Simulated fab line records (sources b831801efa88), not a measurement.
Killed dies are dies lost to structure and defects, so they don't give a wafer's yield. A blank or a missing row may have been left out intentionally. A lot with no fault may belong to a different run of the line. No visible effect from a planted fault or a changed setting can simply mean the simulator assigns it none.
fab line records -- flow sky130
record lots=7, wafers=21, lastDay=50
route steps=708 shown LOCAL_INTERCONNECT@398 CONTACT@406 PAD_OPEN@708
lots untouched by any fault: they come from a run of this same line in which no faults occurred
startH: start of the lot's first displayed wafer, in hours after the record's first day -- waitH: time in hours since the lot's previous step -- " identical to the entry in the row above -- L1.1+2: one row covering several wafers at once -- - either no value or no given start -- * or withheld: withheld -- < > ~ a bound
route shown NAME@n: NAME is a module with steps in the file, n the number in the route of the first one -- usual: the fault-free wafers' mean and standard deviation -- same: alike in all rows -- chamber/n: place in a boat -- sites: per-site readings -- _std_site: the values' standard deviation -- _edge_site: inner sites' mean taken away from outer sites' mean -- radiusMm: how far each site lies from the wafer's centre -- mask NAME#n: copy n -- behind: the last tool/chamber to shape the wafer -- hold: why the lot went on hold/how many hours it stayed there/how the hold came to an end -- device: the n, p or np transistor that did not switch -- end of line: tests run on the same wafers once the route is complete -- a step without rows: its recipe alone -- killed: at the first sort, the dies lost to defects and structure; wafer yield is something else -- map: per-die view of a wafer (x killed, . not killed, _ where there is no die)
set.NAME: the setting as run; set.NAME@STEP: as run at that earlier step -- model.NAME: the simulator's own value behind a step, which no gauge read
lots seen at some steps along the route; tables by step, rows by wafer
services: from which hour (startH, from the record's first day; less than 0 if before it) a tool's chamber was out of use, for how many hours, and why
## steps
# step SKY_LOCAL_INTERCONNECT_CD_MEAS_11
# recipe targetCdNm=170
# usual cdNm=169.9/1.4
lot.wafer,tool,chamber,startH,waitH,cdNm
L380.1,cdSem-01,-,708.73,-,169.0
L380.4,cdSem-01,-,708.73,-,170.7
L380.6,cdSem-01,-,708.73,-,169.9
L381.2,cdSem-02,-,718.51,-,170.0
L381.3,cdSem-02,-,718.51,-,169.1
L381.4,cdSem-02,-,718.51,-,168.6
L391.3,cdSem-01,-,813.92,-,169.5
L391.4,cdSem-01,-,813.92,-,171.0
L391.5,cdSem-01,-,813.92,-,171.5
L390.2,cdSem-02,-,816.66,-,168.9
L390.4,cdSem-02,-,816.66,-,168.0
L390.5,cdSem-02,-,816.66,-,170.2
L393.1,cdSem-01,-,834.75,-,171.1
L393.3,cdSem-01,-,834.75,-,172.0
L393.4,cdSem-01,-,834.75,-,170.5
L398.4,cdSem-02,-,859.57,-,166.3
L398.5,cdSem-02,-,859.57,-,167.0
L398.6,cdSem-02,-,859.57,-,166.7
L402.1,cdSem-01,-,882.24,-,171.2
L402.2,cdSem-01,-,882.24,-,170.7
L402.4,cdSem-01,-,882.24,-,170.5
# step SKY_LOCAL_INTERCONNECT_OVL_MEAS_12
# usual LOCAL_INTERCONNECT_OVL=2/5.2
lot.wafer,tool,chamber,startH,waitH,LOCAL_INTERCONNECT_OVL[nm]
L380.1,overlay-01,-,708.85,0.1,-2
L380.4,overlay-01,-,708.85,0.1,-6
L380.6,overlay-01,-,708.85,0.1,1
L381.2,overlay-02,-,718.62,0.1,7
L381.3,overlay-02,-,718.62,0.1,2
L381.4,overlay-02,-,718.62,0.1,5
L391.3,overlay-02,-,814.01,0.1,4
L391.4,overlay-02,-,814.01,0.1,1
L391.5,overlay-02,-,814.01,0.1,3
L390.2,overlay-01,-,816.77,0.1,11
L390.4,overlay-01,-,816.77,0.1,6
L390.5,overlay-01,-,816.77,0.1,1
L393.1,overlay-01,-,834.87,0.1,-1
L393.3,overlay-01,-,834.87,0.1,3
L393.4,overlay-01,-,834.87,0.1,1
L398.4,overlay-02,-,859.65,0.1,11
L398.5,overlay-02,-,859.65,0.1,5
L398.6,overlay-02,-,859.65,0.1,4
L402.1,overlay-02,-,882.36,0.1,-2
L402.2,overlay-02,-,882.36,0.1,1
L402.4,overlay-02,-,882.36,0.1,-4
# step SKY_LOCAL_INTERCONNECT_ETCH_13
# recipe chemistry=N2/H2, target=BARC, ionEnergyEv=200, biasW=100, pressureMtorr=30, n2FlowSccm=100, h2FlowSccm=200, icpW=500, stopOn=SiO2, timeS=45.9, targetDepthA=600
# usual drypumpMotorCurrentA=5.6/0.4, oesProductAu=0.854/0.0045, throttleValvePct=13.226/0.0088
lot.wafer,tool,chamber,startH,waitH,drypumpMotorCurrentA,oesProductAu,rfHoursCounterH,throttleValvePct
L380.1,rieMetal-01,0,708.88,0.0,5.5,0.864,8,13.223
L380.4,rieMetal-01,0,708.88,0.0,5.5,0.863,-,13.240
L380.6,rieMetal-01,0,708.88,0.0,5.5,0.859,-,13.215
L381.2,rieMetal-04,0,718.67,0.0,6.0,0.852,-,13.217
L381.3,rieMetal-04,0,718.67,0.0,6.0,0.848,-,13.212
L381.4,rieMetal-04,0,718.67,0.0,6.0,0.862,-,13.231
L391.3,rieMetal-04,1,814.05,0.0,5.6,0.855,-,13.226
L391.4,rieMetal-04,0,814.05,0.0,6.0,0.854,-,13.216
L391.5,rieMetal-04,0,814.05,0.0,6.0,0.849,-,13.229
L390.2,rieMetal-03,0,816.80,0.0,4.9,0.851,6,13.225
L390.4,rieMetal-03,1,816.80,0.0,5.9,0.860,-,13.219
L390.5,rieMetal-03,0,816.80,0.0,4.9,0.863,-,13.219
L393.1,rieMetal-04,1,834.90,0.0,5.6,0.853,4,13.224
L393.3,rieMetal-04,0,834.90,0.0,6.0,0.854,-,13.222
L393.4,rieMetal-04,1,834.90,0.0,5.6,0.847,-,13.232
L398.4,rieMetal-04,1,859.69,0.0,5.6,0.861,-,13.229
L398.5,rieMetal-04,1,859.69,0.0,5.6,0.858,-,13.216
L398.6,rieMetal-04,0,859.69,0.0,6.0,0.852,-,13.233
L402.1,rieMetal-04,1,882.40,0.0,5.6,0.856,6,13.241
L402.2,rieMetal-04,0,882.40,0.0,6.0,0.859,16,13.228
L402.4,rieMetal-04,1,882.40,0.0,5.6,0.853,-,13.230
# step SKY_LOCAL_INTERCONNECT_METAL_ETCH_14
# recipe targetDepthNm=110, stopOn=PSG, chemistry=Cl2/BCl3, target=TiN, resistSidewallDeg=88, pressureMtorr=10, icpW=900, biasW=48.5, Cl2_flow_sccm=60, bcl3FlowSccm=30, timeS=31.4
# usual drypumpMotorCurrentA=5.5/0.4, oesProductAu=0.962/0.0058, throttleValvePct=21.889/0.0094
lot.wafer,tool,chamber,startH,waitH,drypumpMotorCurrentA,oesProductAu,rfHoursCounterH,throttleValvePct
L380.1,rieMetal-01,0,709.01,0.1,5.5,0.966,8,21.883
L380.4,rieMetal-01,0,709.01,0.1,5.5,0.956,-,21.876
L380.6,rieMetal-01,0,709.01,0.1,5.5,0.959,-,21.885
L381.2,rieMetal-04,0,718.79,0.1,6.0,0.951,-,21.881
L381.3,rieMetal-04,0,718.79,0.1,6.0,0.965,-,21.893
L381.4,rieMetal-04,0,718.79,0.1,6.0,0.964,-,21.895
L391.3,rieMetal-04,1,814.11,0.0,5.6,0.959,-,21.889
L391.4,rieMetal-04,0,814.11,0.0,6.0,0.962,-,21.884
L391.5,rieMetal-04,0,814.11,0.0,6.0,0.963,-,21.883
L390.2,rieMetal-03,0,816.86,0.0,4.9,0.956,6,21.895
L390.4,rieMetal-03,1,816.86,0.0,5.9,0.957,-,21.885
L390.5,rieMetal-03,0,816.86,0.0,4.9,0.963,-,21.887
L393.1,rieMetal-04,1,834.96,0.0,5.6,0.962,4,21.869
L393.3,rieMetal-04,0,834.96,0.0,6.0,0.957,-,21.885
L393.4,rieMetal-04,1,834.96,0.0,5.6,0.966,-,21.905
L398.4,rieMetal-04,1,859.75,0.0,5.6,0.966,-,21.865
L398.5,rieMetal-04,1,859.75,0.0,5.6,0.952,-,21.879
L398.6,rieMetal-04,0,859.75,0.0,6.0,0.963,-,21.892
L402.1,rieMetal-04,1,882.46,0.0,5.6,0.963,6,21.885
L402.2,rieMetal-04,0,882.46,0.0,6.0,0.972,16,21.868
L402.4,rieMetal-04,1,882.46,0.0,5.6,0.961,-,21.901
# step SKY_LOCAL_INTERCONNECT_STRIP_15
# recipe chemistry=O2/N2, powerW=1400, pressureMtorr=1500, platenTempC=withheld, o2FlowSccm=3000, n2FlowSccm=300, overashFraction=0.5
# usual drypumpMotorCurrentA=5.6/0.35, oesProductAu=0.426/0.0045, stripTimeToEndpointS=4.713/0.018
lot.wafer,tool,chamber,startH,waitH,drypumpMotorCurrentA,oesProductAu,rfHoursCounterH,stripTimeToEndpointS
L380.1,plasmaAsher-03,0,709.11,0.1,5.9,0.426,30,4.702
L380.4,plasmaAsher-03,1,709.11,0.1,5.9,0.430,-,4.718
L380.6,plasmaAsher-03,0,709.11,0.1,6.0,0.429,-,4.691
L381.2,plasmaAsher-03,1,718.88,0.1,5.9,0.425,31,4.710
L381.3,plasmaAsher-03,1,718.88,0.1,5.9,0.428,-,4.694
L381.4,plasmaAsher-03,0,718.88,0.1,6.0,0.427,-,4.718
L391.3,plasmaAsher-04,1,814.18,0.1,5.0,0.427,-,4.714
L391.4,plasmaAsher-04,0,814.18,0.1,5.3,0.423,-,4.698
L391.5,plasmaAsher-04,0,814.18,0.1,5.3,0.430,-,4.695
L390.2,plasmaAsher-03,1,816.91,0.0,5.9,0.423,41,4.719
L390.4,plasmaAsher-03,1,816.91,0.0,5.9,0.425,-,4.717
L390.5,plasmaAsher-03,0,816.91,0.0,6.0,0.434,-,4.702
L393.1,plasmaAsher-02,1,835.02,0.0,5.5,0.426,9,4.710
L393.3,plasmaAsher-02,0,835.02,0.0,5.6,0.426,-,4.724
L393.4,plasmaAsher-02,1,835.02,0.0,5.5,0.426,-,4.722
L398.4,plasmaAsher-04,0,859.81,0.1,5.4,0.421,-,4.713
L398.5,plasmaAsher-04,1,859.81,0.1,5.0,0.429,-,4.707
L398.6,plasmaAsher-04,0,859.81,0.1,5.3,0.425,-,4.709
L402.1,plasmaAsher-04,1,882.51,0.0,5.0,0.434,110,4.708
L402.2,plasmaAsher-04,0,882.51,0.0,5.4,0.421,110,4.681
L402.4,plasmaAsher-04,0,882.51,0.0,5.4,0.425,-,4.706
# step SKY_LOCAL_INTERCONNECT_STRIP_16
# recipe chemistry=postEtchResidueRemover, timeS=1200, tempC=72.5
# step SKY_LOCAL_INTERCONNECT_CLEAN_17
# recipe chemistry=IPA, timeS=180, tempC=25
# step SKY_LOCAL_INTERCONNECT_CLEAN_18
# recipe chemistry=O3/DIW, dry=n2Spin
# step SKY_CONTACT_CVD_00
# recipe material=Si3N4, targetThkNm=75, tempC=400, timeS=withheld, rfW=450
# usual heaterPowerW=755/98
lot.wafer,tool,chamber,startH,waitH,heaterPowerW
L380.1,pecvd-02,0,709.71,0.0,816
L380.4,pecvd-02,0,709.71,0.0,853
L380.6,pecvd-02,2,709.71,0.0,674
L381.2,pecvd-03,2,719.47,0.0,914
L381.3,pecvd-03,0,719.47,0.0,861
L381.4,pecvd-03,0,719.47,0.0,883
L391.3,pecvd-04,2,814.79,0.0,807
L391.4,pecvd-04,1,814.79,0.0,639
L391.5,pecvd-04,2,814.79,0.0,834
L390.2,pecvd-02,2,817.54,0.0,672
L390.4,pecvd-02,0,817.54,0.0,790
L390.5,pecvd-02,2,817.54,0.0,661
L393.1,pecvd-03,1,835.80,0.0,865
L393.3,pecvd-03,2,835.80,0.0,804
L393.4,pecvd-03,1,835.80,0.0,889
L398.4,pecvd-03,2,860.79,0.0,952
L398.5,pecvd-03,0,860.79,0.0,749
L398.6,pecvd-03,1,860.79,0.0,826
L402.1,pecvd-03,2,883.15,0.0,952
L402.2,pecvd-03,0,883.15,0.0,847
L402.4,pecvd-03,1,883.15,0.0,844
# step SKY_CONTACT_THK_MEAS_01
# recipe reads=Si3N4_of_CONTACT_CVD_00
# usual CONTACT_CVD_00_THK=75.2/1
lot.wafer,tool,chamber,startH,waitH,CONTACT_CVD_00_THK[nm]
L380.1,filmMetro-03,-,709.74,-,75.8
L380.4,filmMetro-03,-,709.74,-,76.7
L380.6,filmMetro-03,-,709.74,-,76.7
L381.2,filmMetro-01,-,719.51,-,74.1
L381.3,filmMetro-01,-,719.51,-,72.6
L381.4,filmMetro-01,-,719.51,-,73.9
L391.3,filmMetro-02,-,814.85,-,77.2
L391.4,filmMetro-02,-,814.85,-,78.7
L391.5,filmMetro-02,-,814.85,-,77.3
L390.2,filmMetro-01,-,817.58,-,73.9
L390.4,filmMetro-01,-,817.58,-,76.2
L390.5,filmMetro-01,-,817.58,-,75.0
L393.1,filmMetro-02,-,835.84,-,74.9
L393.3,filmMetro-02,-,835.84,-,74.2
L393.4,filmMetro-02,-,835.84,-,75.6
L398.4,filmMetro-01,-,860.84,-,75.5
L398.5,filmMetro-01,-,860.84,-,75.2
L398.6,filmMetro-01,-,860.84,-,76.0
L402.1,filmMetro-03,-,883.18,-,75.3
L402.2,filmMetro-03,-,883.18,-,74.0
L402.4,filmMetro-03,-,883.18,-,76.0
# step SKY_CONTACT_HDPCVD_02
# recipe material=SiO2, targetThkNm=565, sigmaOpenFrac=0.3, timeS=94.2, tempC=600, sih4FlowSccm=60, pressureMtorr=6
# step SKY_CONTACT_THK_MEAS_03
# recipe reads=SiO2_of_CONTACT_HDPCVD_02
# usual CONTACT_HDPCVD_THK=566/4.8
lot.wafer,tool,chamber,startH,waitH,CONTACT_HDPCVD_THK[nm]
L380.1,filmMetro-01,-,709.87,0.0,568
L380.4,filmMetro-01,-,709.87,0.0,566
L380.6,filmMetro-01,-,709.87,0.0,568
L381.2,filmMetro-01,-,719.64,0.0,572
L381.3,filmMetro-01,-,719.64,0.0,568
L381.4,filmMetro-01,-,719.64,0.0,566
L391.3,filmMetro-01,-,814.98,0.1,562
L391.4,filmMetro-01,-,814.98,0.1,559
L391.5,filmMetro-01,-,814.98,0.1,563
L390.2,filmMetro-01,-,817.71,0.0,568
L390.4,filmMetro-01,-,817.71,0.0,568
L390.5,filmMetro-01,-,817.71,0.0,571
L393.1,filmMetro-03,-,835.97,0.0,568
L393.3,filmMetro-03,-,835.97,0.0,563
L393.4,filmMetro-03,-,835.97,0.0,563
L398.4,filmMetro-02,-,860.97,0.0,555
L398.5,filmMetro-02,-,860.97,0.0,554
L398.6,filmMetro-02,-,860.97,0.0,560
L402.1,filmMetro-02,-,883.31,0.0,559
L402.2,filmMetro-02,-,883.31,0.0,561
L402.4,filmMetro-02,-,883.31,0.0,568
# step SKY_CONTACT_CMP_04
# recipe material=SiO2, downForcePsi=4, platenRpm=60, padVelocityMS=0.94248
# usual edgeZonePressureFrac=0.999/0.0049, headPressurePsi=3.998/0.0092, motorCurrentA=12.7/0.87, timeToEndpointS=84/3.9
lot.wafer,tool,chamber,startH,waitH,edgeZonePressureFrac,headPressurePsi,motorCurrentA,timeToEndpointS,model.SiO2_of_CONTACT_HDPCVD_02.thkNm
L380.4,cmp-01,2,709.98,0.1,0.998,4.013,12.6,79,339.5
L380.1,cmp-01,3,709.98,0.1,1.003,3.992,13.5,85,340.4
L380.6,cmp-01,1,709.98,0.1,1.002,4.014,12.9,88,340.6
L381.4,cmp-01,3,719.74,0.1,0.996,3.991,14.8,84,341.9
L381.3,cmp-01,0,719.74,0.1,1.002,4.003,12.2,88,340.8
L381.2,cmp-01,1,719.74,0.1,1.002,4.006,13.2,94,343
L391.3,cmp-01,2,815.12,0.1,-,-,-,-,562.4
L391.4,cmp-01,3,815.12,0.1,-,-,-,-,558.9
L391.5,cmp-01,0,815.12,0.1,-,-,-,-,563.3
L390.4,cmp-01,3,817.81,0.1,-,-,-,-,568.6
L390.2,cmp-01,1,817.81,0.1,-,-,-,-,567.5
L390.5,cmp-01,3,817.81,0.1,-,-,-,-,570.7
L393.1,cmp-02,3,836.03,0.1,-,-,-,-,567.7
L393.4,cmp-02,1,836.03,0.1,-,-,-,-,563.1
L393.3,cmp-02,2,836.03,0.1,-,-,-,-,563
L398.4,cmp-01,3,861.15,0.2,0.995,3.986,14.6,78,340.9
L398.5,cmp-01,0,861.15,0.2,0.996,3.987,12.4,77,340.5
L398.6,cmp-01,1,861.15,0.2,0.993,3.998,12.9,86,341.3
L402.4,cmp-02,2,883.37,0.0,0.992,3.998,13.8,84,339.7
L402.2,cmp-02,3,883.37,0.0,0.999,3.989,12.0,83,340.5
L402.1,cmp-02,0,883.37,0.0,1.003,4.012,11.6,82,340.1
# step SKY_CONTACT_BOW_MEAS_05
# recipe mode=bow
# usual CONTACT_BOW=80/7.6
lot.wafer,tool,chamber,startH,waitH,hold,CONTACT_BOW[um]
L380.1,filmMetro-02,-,710.23,0.1,-,73
L380.4,filmMetro-02,-,710.23,0.1,-,86
L380.6,filmMetro-02,-,710.23,0.1,-,78
L381.2,filmMetro-03,-,720.01,0.1,-,87
L381.3,filmMetro-03,-,720.01,0.1,-,82
L381.4,filmMetro-03,-,720.01,0.1,-,83
L391.3,filmMetro-01,-,815.36,0.2,awaitDispo/0.2h/release,86
L391.4,filmMetro-01,-,815.36,0.2,awaitDispo/0.2h/release,106
L391.5,filmMetro-01,-,815.36,0.2,awaitDispo/0.2h/release,106
L391.3,filmMetro-01,-,815.64,0.3,-,-
L391.4,filmMetro-01,-,815.64,0.3,-,-
L391.5,filmMetro-01,-,815.64,0.3,-,-
L390.2,filmMetro-03,-,818.08,0.1,awaitDispo/0.2h/release,92
L390.4,filmMetro-03,-,818.08,0.1,awaitDispo/0.2h/release,85
L390.5,filmMetro-03,-,818.08,0.1,awaitDispo/0.2h/release,88
L390.2,filmMetro-03,-,818.37,0.3,-,-
L390.4,filmMetro-03,-,818.37,0.3,-,-
L390.5,filmMetro-03,-,818.37,0.3,-,-
L393.1,filmMetro-02,-,836.33,0.2,awaitDispo/0.2h/release,92
L393.3,filmMetro-02,-,836.33,0.2,awaitDispo/0.2h/release,96
L393.4,filmMetro-02,-,836.33,0.2,awaitDispo/0.2h/release,92
L393.1,filmMetro-02,-,836.61,0.3,-,-
L393.3,filmMetro-02,-,836.61,0.3,-,-
L393.4,filmMetro-02,-,836.61,0.3,-,-
L398.4,filmMetro-02,-,861.36,0.2,-,79
L398.5,filmMetro-02,-,861.36,0.2,-,65
L398.6,filmMetro-02,-,861.36,0.2,-,79
L402.1,filmMetro-02,-,883.67,0.1,-,84
L402.2,filmMetro-02,-,883.67,0.1,-,63
L402.4,filmMetro-02,-,883.67,0.1,-,75
# step SKY_PAD_OPEN_PROBE_99
# usual defectLimitedYield=82.9/1.7, killed_at_M0_to_M3=42/6.7, killed_at_M4_up=3.4/2, killedAtContacts=24/5.1, killedAtFrontEnd=14/4.2, killedAtOther=0.2/0.49, killedDies=84/8.4, killedOpen=46/7, killedShort=39/5.8, sort_bin_3_pad_short=0.8/0.42, sort_bin_5_function=10.2/1.3, sort_bin_6_memory=6.1/1, sortNPass=408/8.4, sortYieldPct=82.9/1.7
# same grossDies=492, killedAtBackSide=0, sort_bin_4_leakage[%]=0, sort_bin_8_speed[%]=0
lot.wafer,tool,chamber,startH,waitH,defectLimitedYield[%],killed_at_M0_to_M3,killed_at_M4_up,killedAtContacts,killedAtFrontEnd,killedAtOther,killedDies,killedOpen,killedShort,sort_bin_3_pad_short[%],sort_bin_5_function[%],sort_bin_6_memory[%],sortNPass,sortYieldPct[%]
L380.1,prober-02,-,1083.41,0.1,81.5,57,3,18,12,1,91,53,38,0.4,10.2,7.9,401,81.5
L380.4,prober-02,-,1083.56,0.2,82.9,40,8,22,14,0,84,40,44,0.2,11.4,5.5,408,82.9
L380.6,prober-02,-,1083.66,0.2,83.7,39,6,20,15,0,80,42,38,0.8,11.0,4.5,412,83.7
L398.4,prober-02,-,1187.40,0.2,82.7,45,5,24,11,0,85,50,35,1.4,11.6,4.3,407,82.7
L398.5,prober-02,-,1187.45,0.2,81.9,38,6,28,16,1,89,45,44,1.2,10.6,6.3,403,81.9
L398.6,prober-02,-,1187.50,0.2,85.2,29,1,27,16,0,73,40,33,0.8,8.5,5.5,419,85.2
# killed by level:class
L380.1 VIA2:geometricParticle:open=11 VIA1:geometricParticle:open=9 METAL2:geometricParticle:short=7 LI_CONTACT:geometricParticle:open=6 CONTACT:geometricParticle:open=6 VIA3:geometricParticle:open=6 METAL3:geometricParticle:short=6 VIA2:geometricParticle:short=5
L380.4 CONTACT:geometricParticle:open=7 VIA3:geometricParticle:open=6 VIA1:geometricParticle:open=6 METAL2:geometricParticle:short=6 METAL4:geometricParticle:short=6 LI_CONTACT:geometricParticle:open=5 CONTACT:geometricParticle:short=5 METAL1:geometricParticle:short=5
L380.6 VIA1:geometricParticle:open=10 VIA3:geometricParticle:open=7 LI_CONTACT:geometricParticle:open=5 METAL2:geometricParticle:short=5 FIELD_ISO:geometricParticle:short=4 FIELD_ISO:geometricParticle:open=4 CONTACT:geometricParticle:short=4 CONTACT:geometricParticle:open=4
L398.4 VIA1:geometricParticle:open=10 CONTACT:geometricParticle:open=8 VIA3:geometricParticle:open=8 LI_CONTACT:geometricParticle:open=7 VIA2:geometricParticle:open=6 VIA1:geometricParticle:short=6 METAL2:geometricParticle:short=6 METAL4:geometricParticle:short=4
L398.5 CONTACT:geometricParticle:short=9 CONTACT:geometricParticle:open=7 VIA3:geometricParticle:open=7 FIELD_ISO:geometricParticle:open=6 VIA2:geometricParticle:open=6 METAL4:geometricParticle:short=6 LI_CONTACT:geometricParticle:open=5 VIA1:geometricParticle:open=5
L398.6 VIA1:geometricParticle:open=8 LI_CONTACT:geometricParticle:open=8 CONTACT:geometricParticle:open=8 CONTACT:geometricParticle:short=6 POLY_GATE:geometricParticle:short=5 LI_CONTACT:geometricParticle:short=5 VIA1:geometricParticle:short=5 FIELD_ISO:geometricParticle:open=4
## services
tool,chamber,startH,hours,kind
pecvd-03,1,699.62,15.8,repair
rieMetal-04,0,706.81,11.4,repair
rieMetal-03,0,707.72,4.2,repair
rieMetal-01,0,709.14,21.4,repair
pecvd-02,1,717.41,1.8,repair
rieMetal-03,0,722.75,8.4,repair
pecvd-03,1,728.14,5.1,repair
rieMetal-04,0,732.11,1.9,repair
rieMetal-01,0,735.01,8.0,repair
pecvd-02,-,736.36,2.8,pm
cmp-02,-,744.00,4.0,pm
pecvd-03,1,747.99,3.8,repair
plasmaAsher-04,-,754.59,1.5,repair
cmp-02,-,754.85,0.9,repair
rieMetal-01,1,764.48,5.6,repair
rieMetal-03,-,768.56,2.8,pm
pecvd-02,1,771.53,29.7,repair
plasmaAsher-04,-,772.36,2.8,pm
plasmaAsher-04,-,789.88,3.2,repair
plasmaAsher-03,-,819.31,2.8,pm
plasmaAsher-03,-,833.50,15.6,pm
plasmaAsher-03,-,861.53,4.5,repair
cmp-01,-,863.16,3.6,pm
cmp-01,-,879.30,8.8,pm
## key
firstSign step=SKY_CONTACT_CMP_04, reading=toolRecord, direction=missing
effect step=SKY_CONTACT_BOW_MEAS_05, reading=visit, direction=added
modelEffect step=SKY_CONTACT_CMP_04, value=SiO2_of_CONTACT_HDPCVD_02.thkNm, without=340.3, struck=565
metAt SKY_CONTACT_CMP_04
struckWafers L390.2,L390.4,L390.5,L391.3,L391.4,L391.5,L393.1,L393.3,L393.4
scrappedBehind SKY_CONTACT_BOW_MEAS_05 L390.2,L390.4,L390.5,L391.3,L391.4,L391.5,L393.1,L393.3,L393.4
onsetBetween 719.74 815.12
fault kind=skippedStepWhole, tool=cmp-01,cmp-02, chamber=-, onsetH=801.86, steps=SKY_CONTACT_CMP_04, scope=struckLotsOnly
